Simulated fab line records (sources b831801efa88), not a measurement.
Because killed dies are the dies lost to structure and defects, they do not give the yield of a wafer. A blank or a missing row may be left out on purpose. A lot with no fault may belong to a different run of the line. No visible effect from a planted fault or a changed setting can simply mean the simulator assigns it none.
A struck lot beside a sound one || flow gf180mcu || 18 steps out of a route of 602
Sound: wafers L375.1, L375.4, L375.5. Wafers L379.1, L379.2, L379.5 were the ones struck. The cause is given at the end.
Per side, at each step with rows, come the tool, then ch with its chambers, and then its first start. Under that, the readings that differ: sound wafers || struck wafers || difference of the means || sigmas: that difference in standard deviations of wafers without a fault.
alike: readings whose means differ by less than 2 such deviations, and words and numbers that are the same on both sides. not compared: withheld readings, readings that some wafer has no value for, bounds like >300 that may hide the same value, and numbers for which the record gives no deviation and whose values overlap.
Wherever a step has rows on one side only, a row that says differs or no value, or a row with sigmas, the two part there. Numbers that don't overlap but have no deviation are shown without sigmas and don't part them. A reading that every wafer of one side lacks parts them only if that side has two wafers or more.

first, 3 steps without rows for these wafers: GF_HV_LDD_EXPOSE_16 (exposes mask Pplus LV AREA, target cd 400 nm); GF_HV_LDD_PEB_17; GF_HV_LDD_DEVELOP_18 (develop time 60 s).
GF_HV_LDD_CD_MEAS_19: target cd 400 nm.
  sound on cd sem-01 at day 16 04:14; struck on cd sem-01 at day 17 10:16
  alike: cd nm
GF_HV_LDD_OVL_MEAS_20:
  sound on overlay-02 at day 16 04:21; struck on overlay-02 at day 17 10:23
{"reading": "HV_LDD_01_OVL (nm)", "sound": "-1.9 -1.4 -2.6", "struck": "1.9 0.8 1.1", "difference": "+3.2", "sigmas": "+2"}
after that, 1 step had no rows for these wafers: GF_HV_LDD_IMPLANT_21.
GF_HV_LDD_STRIP_22: strips in O2/N2.
  sound on plasma asher-03 ch 1, day 16 04:32; struck on plasma asher-02 ch 0,1, day 17 10:34
  alike: drypump motor current A, heater power w, oes product au, strip time to endpoint s
  not compared: rf hours counter h
GF_HV_LDD_TW_MEAS_23:
  sound on film metro-02 at day 16 04:38; struck on film metro-02 at day 17 10:40
  alike: HV_LDD_2_TW
then, 4 steps without rows for these wafers: GF_HV_LDD_DEHYDRATE_24 (time 60 s); GF_HV_LDD_HMDS_25 (prime time 60 s); GF_HV_LDD_COAT_26 (resist thk 1000 nm); GF_HV_LDD_SOFTBAKE_27 (time 60 s).
GF_HV_LDD_EXPOSE_28: exposes mask Nplus HV AREA, target cd 400 nm.
  sound on iline stepper-01 ch 0, day 16 15:53; struck on iline stepper-01 ch 0, day 17 21:53
{"reading": "model.HV_LDD.overlay x nm (nm)", "sound": "-0.3086 -0.3086 -0.3086", "struck": "-121.8 -121.8 -121.8", "difference": -121.5, "sigmas": ""}
  alike: mask, focus offset nm
then, 2 steps without rows for these wafers: GF_HV_LDD_PEB_29; GF_HV_LDD_DEVELOP_30 (develop time 60 s).
GF_HV_LDD_CD_MEAS_31: target cd 400 nm.
  sound on cd sem-02 at day 17 02:58; struck on cd sem-02 at day 18 09:31
  alike: cd nm
GF_HV_LDD_OVL_MEAS_32:
  sound on overlay-01 at day 17 03:05; struck on overlay-02 at day 18 09:50
{"reading": "HV_LDD_02_OVL (nm)", "sound": "-1.3 -1.6 -1.4", "struck": "-123.2 -120.9 -120.9", "difference": -120.2, "sigmas": -86}
  not compared: hold
after that, 1 step had no rows for these wafers: GF_PASSIVATION_PROBE_99.

== WHERE THEY PART ==
Earliest at GF_HV_LDD_OVL_MEAS_20; latest, in this record, at GF_HV_LDD_OVL_MEAS_32.

WHY: whatever the simulator had introduced
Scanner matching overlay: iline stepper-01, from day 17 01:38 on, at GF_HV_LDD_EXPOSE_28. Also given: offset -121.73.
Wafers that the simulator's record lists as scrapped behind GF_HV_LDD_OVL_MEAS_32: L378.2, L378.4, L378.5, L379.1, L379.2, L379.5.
